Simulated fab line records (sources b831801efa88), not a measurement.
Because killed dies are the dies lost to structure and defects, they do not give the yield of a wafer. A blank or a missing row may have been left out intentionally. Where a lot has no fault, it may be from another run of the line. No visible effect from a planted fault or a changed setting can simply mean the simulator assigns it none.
A single fault, viewed from 2 desks | flow sky130 | what lay behind the numbers comes last; until then each desk has only its own

## AT THE TOOL OWNER'S DESK: rie-diel-03
The tool's own readings at SKY_VIA2_ETCH_14 (etches BARC in N2/H2, stops on SiO2, time 45.9 s, target depth 60 nm): means of the sampled wafers that have a number, for each lot that ran on this tool. If a lot's mean is further than 4 standard deviations from the usual mean, the lot is out of limits and carries the mark OUT (the distance appears in the brackets).
Columns: A = drypump-motor-current-A at SKY_VIA2_ETCH_14, usual 5.8 A; B = h2-flow-sccm at SKY_VIA2_ETCH_14, usual 200.1 sccm; C = oes-product-au at SKY_VIA2_ETCH_14, usual 0.856 a.u.; D = run-length-s at SKY_VIA2_ETCH_14, usual 74.2 s; E = throttle-valve-pct at SKY_VIA2_ETCH_14, usual 13.224 %
lot  | first seen here | A   | B     | C                | D               | E
L886 | day 36 05:44    | 6.2 | 199.9 | 0.855            | 74.0            | 13.221
L888 | day 37 00:34    | 5.8 | 199.5 | 0.859            | 74.1            | 13.229
L891 | day 37 18:11    | 6.1 | 200.2 | 0.857            | 73.9            | 13.225
L901 | day 40 18:11    | 5.9 | 200.1 | 0.897 (+8.5) OUT | 72.3 (-5.0) OUT | 13.222
L903 | day 41 12:23    | 5.8 | 200.2 | 0.915 (+12) OUT  | 71.7 (-6.5) OUT | 13.239
Finding of this desk: L901, L903 out of limits; the first was L901 at day 40 18:11, on oes-product-au at SKY_VIA2_ETCH_14. In limits: L886, L888, L891.

## AT THE METROLOGY DESK
What the gauges read for every lot (on any tool): the sampled wafers with a number, averaged. If a lot's mean is further than 4 standard deviations from the usual mean, the lot is out of limits and carries the mark OUT (the distance appears in the brackets).
Columns: A = VIA1_BOW at SKY_VIA1_BOW_MEAS_03, usual 80 um; B = VIA2_BOW at SKY_VIA2_BOW_MEAS_03, usual 86 um
lot  | first seen here | A  | B
L886 | day 32 17:59    | 85 | 89
L887 | day 33 03:06    | 83 | 87
L888 | day 33 16:13    | 74 | 82
L891 | day 34 08:07    | 82 | 92
L890 | day 34 09:17    | 79 | 83
L889 | day 34 09:37    | 79 | 82
L893 | day 35 07:41    | 88 | 94
L897 | day 36 10:14    | 80 | 90
L901 | day 37 11:47    | 77 | 83
L903 | day 38 08:28    | 72 | 76
L905 | day 38 21:41    | 77 | 82
L906 | day 38 23:04    | 86 | 91
L907 | day 39 00:42    | 86 | 92
L908 | day 39 08:11    | 81 | 84
This desk found nothing out of limits on any of the 14 lots.

## PUT TOGETHER
At day 40 18:11, on L901, L903, the tool owner's desk was in a position to raise an alarm.
From the metrology desk's view, nothing was out of limits.
The metrology desk holds a record of L901, L903, inside its limits.
SKY_VIA2_ETCH_14 was run on rie-diel-03 by each of the lots named.

## WHAT THE SIMULATOR HAD PUT IN
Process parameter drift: rie-diel-03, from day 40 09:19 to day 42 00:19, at SKY_VIA2_ETCH_14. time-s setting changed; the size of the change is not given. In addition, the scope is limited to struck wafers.
Struck lots among those shown: L901, L903.
Each desk's first reading out of limits, in hours after the fault started: the tool owner's desk, 9.
